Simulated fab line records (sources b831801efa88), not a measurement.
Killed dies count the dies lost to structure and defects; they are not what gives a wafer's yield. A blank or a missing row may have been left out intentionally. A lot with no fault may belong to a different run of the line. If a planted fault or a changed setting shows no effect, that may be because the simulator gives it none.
Matching of chambers + flow sky130 + SKY_VIA4_CMP_21 on cmp-01: 4 sister chambers
The step polishes, stops on SiO2, t overpolish 25 s, target thk 0 nm. 36 wafers are shown with their chamber, then 12 later ones without.

## WAFERS, EACH WITH ITS CHAMBER
| wafer  | chamber | motor_current_A (A) | time_to_endpoint_s (s) | overpolish_run_s (s) |
|--------|---------|---------------------|------------------------|----------------------|
| L074.3 | 3       | 12.1                | 128                    | 25.007               |
| L074.4 | 2       | 11.4                | 135                    | 24.995               |
| L074.6 | 3       | 11.5                | 126                    | 25.006               |
| L076.2 | 1       | 9.9                 | 131                    | 25.014               |
| L076.4 | 2       | 10.7                | 135                    | 24.986               |
| L076.6 | 0       | 10.8                | 132                    | 25.012               |
| L079.2 | 1       | 10.0                | 126                    | 24.986               |
| L079.3 | 0       | 11.4                | 128                    | 24.995               |
| L079.5 | 3       | 12.3                | 125                    | 24.994               |
| L081.2 | 0       | 11.5                | 124                    | 25.013               |
| L081.3 | 1       | 9.9                 | 124                    | 25.009               |
| L081.4 | 3       | 11.4                | 119                    | 25.002               |
| L081.1 | 2       | 11.7                | 126                    | 25.005               |
| L081.5 | 2       | 11.3                | 129                    | 25.003               |
| L081.6 | 1       | 10.6                | 123                    | 24.981               |
| L082.1 | 0       | 12.3                | 120                    | 24.996               |
| L082.4 | 1       | 10.0                | 126                    | 24.999               |
| L082.6 | 2       | 11.6                | 131                    | 25.001               |
| L082.2 | 3       | 13.0                | 121                    | 25.013               |
| L082.3 | 2       | 11.4                | 125                    | 24.996               |
| L082.5 | 1       | 9.8                 | 125                    | 25.005               |
| L085.1 | 0       | 11.9                | 121                    | 24.984               |
| L085.4 | 2       | 11.2                | 122                    | 24.990               |
| L085.5 | 3       | 11.8                | 118                    | 25.012               |
| L086.1 | 2       | 11.4                | 128                    | 25.006               |
| L086.3 | 0       | 11.4                | 124                    | 25.016               |
| L086.4 | 3       | 12.2                | 122                    | 24.997               |
| L086.2 | 1       | 10.6                | 125                    | 25.001               |
| L086.5 | 3       | 11.8                | 125                    | 25.006               |
| L086.6 | 0       | 11.9                | 125                    | 24.995               |
| L088.1 | 3       | 11.6                | 115                    | 25.006               |
| L088.4 | 1       | 10.1                | 119                    | 24.997               |
| L088.6 | 1       | 10.0                | 117                    | 25.009               |
| L089.1 | 1       | 10.3                | 118                    | 25.005               |
| L089.2 | 2       | 12.0                | 124                    | 25.014               |
| L089.4 | 3       | 11.6                | 114                    | 24.985               |

SIGNATURES (averages over the wafers above)
| reading            | chamber 0 | chamber 1 | chamber 2 | chamber 3 | scatter within a chamber |
|--------------------|-----------|-----------|-----------|-----------|--------------------------|
| motor_current_A    | 11.600    | 10.120    | 11.411    | 11.930    | 0.406                    |
| time_to_endpoint_s | 124.86    | 123.40    | 128.33    | 121.30    | 4.48                     |
| overpolish_run_s   | 25.00157  | 25.00060  | 24.99956  | 25.00280  | 0.00986                  |
Rule: a wafer's distance from a chamber is the root of the sum, over the readings, of the square of ((its reading less the chamber's mean) divided by the reading's scatter). If the next closest chamber is less than 2 further off than the closest, the wafer can't be placed; otherwise it belongs to the closest. The scatter is the square root of a quotient: the sum, over the shown wafers, of each reading's squared deviation from its chamber's mean, divided by wafers minus chambers.

## WAFERS WHOSE CHAMBER IS MISSING
| wafer  | motor_current_A (A) | time_to_endpoint_s (s) | overpolish_run_s (s) |
|--------|---------------------|------------------------|----------------------|
| L092.2 | 11.7                | 124                    | 25.004               |
| L092.3 | 11.3                | 127                    | 25.004               |
| L092.5 | 12.0                | 123                    | 25.013               |
| L093.1 | 10.3                | 121                    | 25.005               |
| L093.2 | 10.8                | 122                    | 25.005               |
| L093.3 | 11.2                | 123                    | 25.001               |
| L095.1 | 11.5                | 122                    | 25.001               |
| L095.3 | 10.1                | 120                    | 25.010               |
| L095.4 | 11.0                | 128                    | 25.007               |
| L096.2 | 11.8                | 123                    | 25.001               |
| L096.3 | 10.3                | 125                    | 24.998               |
| L096.5 | 11.7                | 122                    | 24.991               |

## WHICH CHAMBER EACH ONE RAN IN
| wafer  | from the rows above               | in truth |
|--------|-----------------------------------|----------|
| L092.2 | can't be placed: 0 or 3 or 2      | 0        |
| L092.3 | can't be placed: 2 or 0 or 3      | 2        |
| L092.5 | can't be placed: 3 or 0 or 2      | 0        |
| L093.1 | 1                                 | 1        |
| L093.2 | can't be placed: 1 or 0 or 2 or 3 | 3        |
| L093.3 | can't be placed: 0 or 2 or 3 or 1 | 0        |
| L095.1 | can't be placed: 0 or 3 or 2      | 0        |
| L095.3 | 1                                 | 1        |
| L095.4 | can't be placed: 2 or 0 or 1 or 3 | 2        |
| L096.2 | can't be placed: 3 or 0 or 2      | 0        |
| L096.3 | 1                                 | 1        |
| L096.5 | can't be placed: 0 or 3 or 2      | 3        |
Correctly placed: 3 of 12. Cannot be placed on the basis of these rows: 9; the candidates contain the true chamber in 9. Placed wrongly: 0.
